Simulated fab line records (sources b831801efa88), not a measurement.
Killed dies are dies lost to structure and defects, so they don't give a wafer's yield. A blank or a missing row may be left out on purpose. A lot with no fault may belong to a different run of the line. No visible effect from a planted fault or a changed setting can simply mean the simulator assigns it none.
Matching of chambers + flow sky130 + SKY_LI_CONTACT_CMP_24 on cmp-02 has 4 sister chambers
The step polishes, stops on PSG, t overpolish 20 s, target thk 0 nm. 7 wafers are shown with their chamber, then 7 later ones without.

## WAFERS WITH THEIR CHAMBER
| wafer  | chamber | motor-current-A (A) | time-to-endpoint-s (s) |
|--------|---------|---------------------|------------------------|
| L947.3 | 0       | 12.0                | 104                    |
| L947.5 | 3       | 11.6                | 98                     |
| L948.4 | 2       | 9.8                 | 91                     |
| L948.5 | 2       | 9.8                 | 97                     |
| L948.6 | 1       | 12.2                | 94                     |
| L953.3 | 1       | 12.4                | 95                     |
| L953.4 | 0       | 12.1                | 100                    |

## WAFERS WITHOUT THEIR CHAMBER
| wafer  | motor-current-A (A) | time-to-endpoint-s (s) |
|--------|---------------------|------------------------|
| L953.6 | 12.4                | 103                    |
| L962.1 | 9.7                 | 92                     |
| L962.3 | 11.6                | 98                     |
| L962.6 | 11.7                | 93                     |
| L963.1 | 12.1                | 97                     |
| L963.2 | 9.9                 | 90                     |
| L963.6 | 11.5                | 97                     |

## WHICH CHAMBER EACH WENT THROUGH
| wafer  | from the rows above     | in truth                   |
|--------|-------------------------|----------------------------|
| L953.6 | can't be placed: 1 or 0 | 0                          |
| L962.1 | 2                       | 2                          |
| L962.3 | 3                       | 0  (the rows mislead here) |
| L962.6 | 3                       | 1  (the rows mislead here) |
| L963.1 | can't be placed: 0 or 1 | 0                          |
| L963.2 | 2                       | 2                          |
| L963.6 | 3                       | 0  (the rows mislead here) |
Correctly placed: 2 of 7. Cannot be placed on the basis of these rows: 2; the candidates contain the true chamber in 2. Number placed wrongly: 3.
How it was worked out, from the rows above alone: a wafer's distance from a chamber is the root of the sum, over the readings, of the square of ((its reading less the chamber's mean) divided by the reading's scatter). The wafer belongs to the nearest chamber; if the next one is less than 2 further off, it can't be placed. For every chamber, the mean is computed from those of its wafers that are shown. The scatter: take each reading less its chamber's mean, square it, sum over the shown wafers, divide by the number of wafers less the number of chambers, and take the root.
